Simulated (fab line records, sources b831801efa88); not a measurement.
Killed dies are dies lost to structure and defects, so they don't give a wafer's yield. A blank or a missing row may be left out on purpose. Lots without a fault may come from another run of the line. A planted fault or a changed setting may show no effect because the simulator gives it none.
Problem report in the 8D (eight disciplines) form, filled by code | flow sky130 | the parts of the form that need people (team, actions taken, sign-off) are left out

1. THE PROBLEM
FIELD_ISO_OXIDATION_00_THK at SKY_FIELD_ISO_THK_MEAS_02 reads a mean of 10.32 nm on 6 wafers of 2 lots; wafers without a fault read 12.15 nm with a standard deviation of 0.25. That is -7.3 standard deviations from the usual mean.
First seen on wafer L342.1, day 5 06:48, on film_metro-03. The record holds 39 wafers of 13 lots with a number at this step. Rule for "out", or "out of limits": more than 4 standard deviations from the usual mean. The other wafers with a number count as sound.

2. WHAT IT IS AND WHAT IT IS NOT
question                    | is                           | is not
which readings at this step | FIELD_ISO_OXIDATION_00_THK   | -
which lots                  | L342, L343                   | L325, L326, L327, L329, L331, L332, L334, L336, L344, L345, L348
which wafers of those lots  | all that have a number       | -
read on which gauges        | film_metro-01, film_metro-03 | film_metro-02
when                        | from day 5 06:48             | up to then (24 sound wafers); but 9 sound wafers of L344, L345, L348 came after

3. SUSPECTS, AND WHAT RULES EACH OUT
Counting: a tool at a process step up to the reading stays a suspect if it ran every lot that is out and no sound lot after the first of them.
- the gauge at SKY_FIELD_ISO_THK_MEAS_02: ruled out. The wafers that are out were read on 2 gauges (film_metro-01, film_metro-03).
- furnace-01 at SKY_FIELD_ISO_OXIDATION_01 (stabilise 600 s, purge 300 s, target thk 12 nm): kept. It ran every lot that is out, first L342 (day 5 05:17), and no sound lot after that; its last sound lot up to then is L331 (day 2 16:07).
Left after counting: furnace-01 at SKY_FIELD_ISO_OXIDATION_01.

4. THE CAUSE (what the simulator had put in)
Process parameter drift: furnace-01, from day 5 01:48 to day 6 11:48, at SKY_FIELD_ISO_OXIDATION_01. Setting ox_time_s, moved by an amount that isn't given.
Counting left only this tool.

5. THE CHAIN OF EFFECTS, in route order
Each row: a reading whose mean over the struck wafers that have a number lies more than 3 standard deviations from the usual. Only readings for which the record gives a usual standard deviation are gone through. hours: the time from each lot's start at the first step in this table that gives one to its start at this step, as a median over the lots. sigmas: the change in usual standard deviations.
hours | step                      | reading                    | usual    | on struck wafers | change | sigmas
0     | SKY_FIELD_ISO_THK_MEAS_02 | FIELD_ISO_OXIDATION_00_THK | 12.15 nm | 10.32            | -1.83  | -7.3
Later measuring or inspecting steps at which every struck wafer that the step has a row for has a number for every such reading, and none has moved that far: SKY_VIA2_RS_MEAS_22, SKY_VIA3_THK_MEAS_01.

6. WHAT WOULD HAVE CAUGHT IT SOONER
In this record the first reading out of limits at a measuring or inspecting step was taken at day 5 06:48, 5 hours after the fault began at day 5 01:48.
Of the tool readings at SKY_FIELD_ISO_OXIDATION_01 for which the record gives a usual standard deviation, none was out on any struck wafer, so an alarm limit of 4 standard deviations on them would not have fired.
All the lots that are out (2) had begun SKY_FIELD_ISO_OXIDATION_01 on furnace-01 by day 5 06:48. A hold on the tool at that time would have spared none of them.
